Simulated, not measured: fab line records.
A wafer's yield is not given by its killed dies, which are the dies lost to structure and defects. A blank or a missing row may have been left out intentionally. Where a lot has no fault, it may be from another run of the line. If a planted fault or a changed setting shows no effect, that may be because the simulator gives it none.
What tool caused it? | flow sky130 | 39 wafers from 13 lots sampled at 6 of the route's 708 steps

## WHAT THE GAUGES SHOWED, per wafer
SKY_NWELL_TW_MEAS_15.
lot  | measured    | on            | NWELL_TW
L886 | day 5 08:13 | film-metro-04 | 1821 1833 1823
L887 | day 5 08:14 | film-metro-03 | 1843 1845 1851
L888 | day 5 15:47 | film-metro-03 | 1846 1841 1834
L889 | day 5 18:52 | film-metro-03 | 1831 1842 1845
L890 | day 5 21:42 | film-metro-02 | 1821 1811 1808
L891 | day 5 23:04 | film-metro-04 | 1816 1815 1815
L892 | day 6 08:29 | film-metro-02 | 1788 1780 1795
L893 | day 6 09:09 | film-metro-02 | 1786 1798 1796
L894 | day 6 19:19 | film-metro-04 | 1844 1835 1827
L898 | day 7 11:48 | film-metro-03 | 1825 1827 1827
L900 | day 7 22:44 | film-metro-02 | 1887 1887 1883
L901 | day 8 06:52 | film-metro-02 | 1872 1881 1870
L903 | day 8 16:00 | film-metro-02 | 1793 1801 1801

SKY_NWELL_RS_MEAS_29: measurement is done with a four-point probe.
lot  | measured    | on            | NWELL_RS (ohm/sq)
L886 | day 6 02:51 | film-metro-02 | 626.1 623.5 623.8
L887 | day 6 02:58 | film-metro-04 | 625.7 623.8 623.0
L888 | day 6 11:10 | film-metro-03 | 622.0 623.3 622.0
L889 | day 6 14:39 | film-metro-04 | 625.2 625.0 624.1
L890 | day 6 17:07 | film-metro-02 | 623.7 623.7 620.7
L891 | day 6 17:56 | film-metro-03 | 624.1 624.6 625.7
L892 | day 7 03:52 | film-metro-03 | 627.7 627.0 627.0
L893 | day 7 04:41 | film-metro-02 | 624.8 623.8 622.9
L894 | day 7 14:59 | film-metro-02 | 625.8 626.4 625.7
L898 | day 8 07:54 | film-metro-03 | 626.4 623.8 627.1
L900 | day 8 19:42 | film-metro-02 | 579.7 579.5 580.0
L901 | day 9 04:07 | film-metro-04 | 583.3 583.7 583.6
L903 | day 9 13:19 | film-metro-04 | 626.8 626.6 624.5

SKY_CONTACT_THK_MEAS_01.
lot  | measured     | on            | CONTACT_CVD_00_THK (nm)
L886 | day 31 06:28 | film-metro-01 | 74.7 74.0 76.2
L887 | day 31 11:50 | film-metro-01 | 74.7 74.0 76.7
L888 | day 32 01:13 | film-metro-04 | 76.3 75.4 76.4
L889 | day 32 02:48 | film-metro-01 | 74.3 75.6 77.1
L890 | day 32 07:04 | film-metro-04 | 74.5 72.8 75.5
L891 | day 32 09:48 | film-metro-04 | 75.3 74.7 76.9
L892 | day 32 20:11 | film-metro-04 | 74.5 74.8 74.9
L893 | day 33 01:44 | film-metro-03 | 74.7 76.0 76.4
L894 | day 33 14:26 | film-metro-01 | 73.7 75.2 74.5
L898 | day 34 07:53 | film-metro-04 | 74.5 75.1 76.8
L900 | day 35 02:39 | film-metro-01 | 73.5 72.4 75.2
L901 | day 35 10:22 | film-metro-03 | 75.1 76.5 75.0
L903 | day 35 21:29 | film-metro-01 | 75.4 74.5 76.4

SKY_METAL1_CD_MEAS_15: target cd 140 nm.
lot  | measured     | on        | cd-nm (nm)
L886 | day 33 14:23 | cd-sem-01 | 139.4 139.7 138.8
L887 | day 33 21:27 | cd-sem-01 | 141.8 142.1 140.7
L888 | day 34 08:55 | cd-sem-01 | 139.8 139.6 139.5
L889 | day 34 11:00 | cd-sem-01 | 139.6 139.7 140.2
L890 | day 34 14:21 | cd-sem-02 | 139.6 139.6 139.5
L891 | day 34 17:10 | cd-sem-02 | 137.2 136.9 137.5
L892 | day 35 04:00 | cd-sem-01 | 139.5 138.3 137.8
L893 | day 35 08:18 | cd-sem-01 | 138.8 137.9 138.2
L894 | day 35 20:43 | cd-sem-01 | 138.8 138.8 138.5
L898 | day 36 15:55 | cd-sem-02 | 139.6 138.7 138.3
L900 | day 37 09:39 | cd-sem-01 | 139.9 139.7 139.4
L901 | day 37 18:02 | cd-sem-02 | 139.9 141.5 140.9
L903 | day 38 04:26 | cd-sem-01 | 143.7 143.4 142.6

SKY_METAL1_OVL_MEAS_16.
lot  | measured     | on         | METAL1_OVL (nm)
L886 | day 33 14:29 | overlay-01 | -4 10 5
L887 | day 33 21:34 | overlay-02 | 5 7 11
L888 | day 34 08:59 | overlay-02 | -3 -6 -3
L889 | day 34 11:07 | overlay-01 | 3 4 5
L890 | day 34 14:28 | overlay-01 | 7 5 5
L891 | day 34 17:17 | overlay-01 | -8 -9 2
L892 | day 35 04:07 | overlay-01 | 6 2 4
L893 | day 35 08:25 | overlay-01 | 17 2 2
L894 | day 35 20:50 | overlay-02 | 8 9 4
L898 | day 36 16:02 | overlay-01 | 9 -2 3
L900 | day 37 09:46 | overlay-02 | 8 4 11
L901 | day 37 18:08 | overlay-01 | 3 6 3
L903 | day 38 04:33 | overlay-02 | 6 4 7

## WHAT TOOL EACH LOT RAN ON (gives the tool, then ch and the chambers of the sampled wafers, and finally the start)
lot  | SKY_NWELL_IMPLANT_11
L886 | implanter-03 ch 0, day 5 07:41
L887 | implanter-02 ch 0, day 5 07:42
L888 | implanter-03 ch 0, day 5 15:17
L889 | implanter-01 ch 0, day 5 18:19
L890 | implanter-01 ch 0, day 5 21:10
L891 | implanter-03 ch 0, day 5 22:31
L892 | implanter-03 ch 0, day 6 07:57
L893 | implanter-02 ch 0, day 6 08:36
L894 | implanter-03 ch 0, day 6 18:46
L898 | implanter-03 ch 0, day 7 11:15
L900 | implanter-01 ch 0, day 7 22:11
L901 | implanter-01 ch 0, day 8 06:20
L903 | implanter-02 ch 0, day 8 15:27
- SKY_NWELL_IMPLANT_11

## WHAT THE TOOLS THEMSELVES READ (means of the sampled wafers that have a number; where no wafer has one, the mark that the record gives instead)
SKY_NWELL_IMPLANT_11.
lot  | tool         | dose-ions-cm2 | faraday-current-uA
L886 | implanter-03 | 1.8984e+13    | 104.6
L887 | implanter-02 | 1.9016e+13    | 108.1
L888 | implanter-03 | 1.8996e+13    | 108.4
L889 | implanter-01 | 1.8979e+13    | 106.6
L890 | implanter-01 | 1.8997e+13    | 105.9
L891 | implanter-03 | 1.9015e+13    | 106.3
L892 | implanter-03 | 1.9015e+13    | 107.6
L893 | implanter-02 | 1.8990e+13    | 106.6
L894 | implanter-03 | 1.8980e+13    | 108.4
L898 | implanter-03 | 1.9009e+13    | 104.7
L900 | implanter-01 | 2.1723e+13    | 121.9
L901 | implanter-01 | 2.1700e+13    | 123.7
L903 | implanter-02 | 1.8973e+13    | 107.4

## THE ANSWER, worked out from the rows above alone
Rule: the usual values come from the lots themselves. Put in order of their means at a reading, lots are off if they are a third of the lots or fewer, leave a main group of 4 or more, and stand apart from it by a gap of 3 or more times the standard deviation of the main group's means; of several such gaps the widest counts. A main group whose means are all the same, to the digits that the tables above print for the reading, isn't used. A lot without any number at a reading at which 4 lots or more have one is off too. Any other lot the step has rows for is counted as sound. First the gauges in route order, then the tools' own readings, where a lot's mean is used as printed above. The first step at which some lot is off is used, and at that step the reading that is off furthest; a lot without a number counts as furthest.
Off: L900, L901, at SKY_NWELL_RS_MEAS_29 (NWELL_RS). The main group has a mean of 624.7 ohm/sq with a standard deviation of 1.4.
A tool fits if, at a process step before that reading, it ran every lot that is off, and no sound lot after the first of them. The gauges at SKY_NWELL_RS_MEAS_29 aren't tried: what is off there is off at SKY_NWELL_IMPLANT_11 too, on other tools, and a gauge's error can't cause that. One fits: implanter-01 at SKY_NWELL_IMPLANT_11. A fault onset in the window from L890 (day 5 21:10, its last sound lot) to L900 (day 7 22:11, its first lot off) fits.
The tool's own readings at SKY_NWELL_IMPLANT_11 bear it out: on the lots that are off they differ by more than 5 times the standard deviation of the sound lots' means. dose-ions-cm2 reads 2.1712e+13 there against 1.8996e+13 on the sound lots; faraday-current-uA reads 122.8 there against 106.8 on the sound lots.

## WHAT THE SIMULATOR PUT IN
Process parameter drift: implanter-01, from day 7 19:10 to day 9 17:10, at SKY_NWELL_IMPLANT_11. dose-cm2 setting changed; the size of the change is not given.
Shown lots that were struck: L900, L901. The rule above reached the same finding.
